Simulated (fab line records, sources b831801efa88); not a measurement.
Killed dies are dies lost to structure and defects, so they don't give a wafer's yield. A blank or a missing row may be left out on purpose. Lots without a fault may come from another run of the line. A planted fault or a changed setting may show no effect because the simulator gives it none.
A struck lot beside a sound one | flow sfq_line | 13 steps out of a route of 325
Sound: wafers L454.2, L454.5, L454.6. Struck: wafers L470.3, L470.5. (L470.4 of the same lot was not struck and is left out.) The cause comes at the end.
At each step with rows: each side's tool, then ch and its chambers, then its first start. Under that, the readings that differ: sound wafers | struck wafers | difference of the means | sigmas: that difference in standard deviations of wafers without a fault.
alike: readings whose means differ by less than 2 such deviations, and words and numbers that are the same on both sides. not compared: withheld readings, readings that some wafer has no value for, bounds like >300 that may hide the same value, and numbers for which the record gives no deviation and whose values overlap.
The two part at a step that has a row with sigmas, a row that says differs or no value, or rows on one side only. Numbers that don't overlap but have no deviation are shown without sigmas and don't part them. A reading that every wafer of one side lacks parts them only if that side has two wafers or more.

first, 6 steps without rows for these wafers: SFQ_TRILAYER_M1_LITHO_COAT_044 (resist thk 62 nm); SFQ_TRILAYER_M1_LITHO_COAT_039 (resist thk 600 nm); SFQ_TRILAYER_M1_LITHO_SOFTBAKE_043; SFQ_TRILAYER_M1_LITHO_EXPOSE_040 (exposes mask M1, target cd 500 nm); SFQ_TRILAYER_M1_LITHO_PEB_042 (peb time 60 s); SFQ_TRILAYER_M1_LITHO_DEVELOP_041 (time 60 s).
SFQ_M1_OVL_MEAS_911:
  sound on overlay-02, day 22 08:46; struck on overlay-02, day 29 07:17
  reading     | sound | struck | difference | sigmas
  M1_OVL (nm) | 6 8 6 | -8 -5  | -13        | -2
SFQ_TRILAYER_M1_BARC_OPEN_METAL_ETCH_054: etches BARC in O2, target depth 125 nm, time 41.7 s.
  sound on rie_metal-02 ch 0,1, day 22 08:47; struck on rie_metal-03 ch 1, day 29 07:20
  reading                     | sound       | struck  | difference | sigmas
  drypump_motor_current_A (A) | 5.1 5.4 5.1 | 6.3 6.4 | +1.1       | +3
  alike: chamber_pressure_mTorr, oes_product_au
  not compared: rf_hours_counter_h
SFQ_TRILAYER_M1_ETCH_METAL_ETCH_042: etches Nb in Cl2/Ar, stops on SiO2, target depth 240 nm, time 120 s.
  sound on rie_metal-02 ch 0,1, day 22 08:51; struck on rie_metal-03 ch 1, day 29 07:25
  reading                     | sound       | struck  | difference | sigmas
  drypump_motor_current_A (A) | 5.1 5.4 5.0 | 6.4 6.4 | +1.2       | +3
  alike: chamber_pressure_mTorr, oes_product_au
  not compared: rf_hours_counter_h
SFQ_TRILAYER_M1_STRIP_STRIP_043: strips in O2.
  sound on rie_metal-02 ch 0,1, day 22 08:59; struck on rie_metal-03 ch 1, day 29 07:42
  reading                     | sound       | struck  | difference | sigmas
  drypump_motor_current_A (A) | 5.0 5.4 5.1 | 6.4 6.4 | +1.2       | +3
  alike: chamber_pressure_mTorr, oes_product_au
  not compared: rf_hours_counter_h
then, 1 step without rows for these wafers: SFQ_TRILAYER_M1_STRIP_SOLV_CLEAN_044 (cleans in NMP, time 600 s).
SFQ_TRILAYER_I1_DEP_PECVD_045: deposits SiO2 from SiH4/N2O, time 111.11 s, target thk 500 nm.
  sound on pecvd-01 ch 0,1, day 22 09:45; struck on pecvd-03 ch 2, day 29 08:16
  reading                                             | sound             | struck      | difference | sigmas
  rf_fwd_power_W (W)                                  | 181.9 181.6 182.4 | 211.4 211.6 | +29.5      | +43
  model.SiO2_of_TRILAYER_I1_DEP_PECVD_045.thk_nm (nm) | 492.3 499.4 498.7 | 512.5 524.7 | +21.8      |
  alike: chamber_pressure_Torr, heater_power_outer_w, heater_power_w, showerhead_vpp_V, throttle_valve_pct
SFQ_TRILAYER_I1_CMP_CMP_046: polishes SiO2.
  sound on cmp-02 ch 0,3, day 22 09:50; struck on cmp-01 ch 1,3, day 29 10:39
  reading                | sound       | struck  | difference | sigmas
  time_to_endpoint_s (s) | 206 205 210 | 224 228 | +19        | +2
  alike: edge_zone_pressure_frac, motor_current_A, platen_rpm

WHERE THEY PART
First at SFQ_M1_OVL_MEAS_911; last, within this record, at SFQ_TRILAYER_I1_CMP_CMP_046.

WHY: what the simulator had put in
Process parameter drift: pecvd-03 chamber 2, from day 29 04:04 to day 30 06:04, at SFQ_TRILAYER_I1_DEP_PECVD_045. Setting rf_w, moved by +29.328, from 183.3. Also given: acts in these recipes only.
